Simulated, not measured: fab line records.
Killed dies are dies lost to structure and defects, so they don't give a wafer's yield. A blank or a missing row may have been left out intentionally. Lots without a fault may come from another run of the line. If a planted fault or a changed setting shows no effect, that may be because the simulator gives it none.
8D (eight disciplines) problem report, filled in by code	flow gf180mcu	the parts of the form that need people (team, actions taken, sign-off) are left out

## 1. PROBLEM STATEMENT
Mean of oes_product_au at GF_MIM_METAL_ETCH_19: 0.894 a.u. across 6 wafers in 2 lots; on wafers with no fault it is 0.943 a.u. (standard deviation 0.0066). That is -7.4 standard deviations from the usual mean.
The step: etches the open film in Cl2/BCl3, stops on Si3N4, target depth 324.5 nm, time 54.1 s.
The first sign was on wafer L241.2 at day 30 09:38, on rie_metal-03. At this step, 33 wafers from 11 lots have a number in the record. Rule for "out" (also "out of limits"): further than 4 standard deviations from the usual mean. Any other wafer with a number is counted as sound.

## 2. WHAT IT IS; WHAT IT IS NOT
question	is	is not
which readings at this step	oes_product_au	bias_w, chamber_pressure_mTorr, drypump_motor_current_A
which lots	L241, L242	L225, L226, L229, L232, L234, L245, L246, L247, L248
which wafers of those lots	all that have a number	-
read on which tools	rie_metal-02, rie_metal-03	rie_metal-04
when	from day 30 09:38	up to then (15 sound wafers); but 12 sound wafers of L245, L246, L247, L248 came after

## 3. THE SUSPECTS, EACH WITH WHAT RULES IT OUT
Counting: a tool at a process step up to the reading stays a suspect if it ran every lot that is out and no sound lot after the first of them.
- pvd_sputter-01 at GF_MIM_SPUTTER_07 (material TiN, target thk 60 nm, time 50 s): kept. It processed each lot that is out, first L241 at day 29 15:19, and no sound lot thereafter; up to then, the last sound lot it processed was L229 at day 25 15:42.
Remaining after the count: pvd_sputter-01 at GF_MIM_SPUTTER_07.

## 4. THE CAUSE (what the simulator had put in)
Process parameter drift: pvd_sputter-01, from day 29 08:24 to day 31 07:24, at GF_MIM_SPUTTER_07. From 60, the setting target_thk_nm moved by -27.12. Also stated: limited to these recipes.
Only this tool survived the counting.

## 5. THE CHAIN OF EFFECTS, in route order
Rows list readings where the struck wafers' mean (over those with a number) sits beyond 3 standard deviations from the usual. Only readings whose record carries a usual standard deviation are examined. hours: median over the lots of the time between each lot's start at the first step of this table that gives one and its start at this step. sigmas: the change, counted in usual standard deviations.
hours	step	reading	usual	on struck wafers	change	sigmas
0	GF_MIM_METAL_ETCH_19	oes_product_au	0.943 a.u.	0.894	-0.049	-7.4
0	GF_MIM_METAL_ETCH_19	throttle_valve_pct	28.282 %	28.334	+0.052	+4.7
It contains these process steps:
- GF_MIM_METAL_ETCH_19: etches the open film in Cl2/BCl3, stops on Si3N4, target depth 324.5 nm, time 54.1 s.
At these later measuring or inspecting steps, every struck wafer for which the step has a row has a number for every such reading, and none has moved that far: GF_M5_CD_MEAS_07.

## 6. HOW IT WOULD HAVE BEEN CAUGHT EARLIER
In this record no reading fell out of limits until day 30 09:38, 25 hours after the fault had begun at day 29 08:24.
No tool reading at GF_MIM_SPUTTER_07 that has a usual standard deviation in the record was out on any struck wafer, so an alarm limit of 4 standard deviations on those readings would not have fired.
By day 30 09:38 the whole set of lots that are out, 2 in number, had already begun GF_MIM_SPUTTER_07 on pvd_sputter-01. Had the tool been put on hold then, not one of them would have been saved.
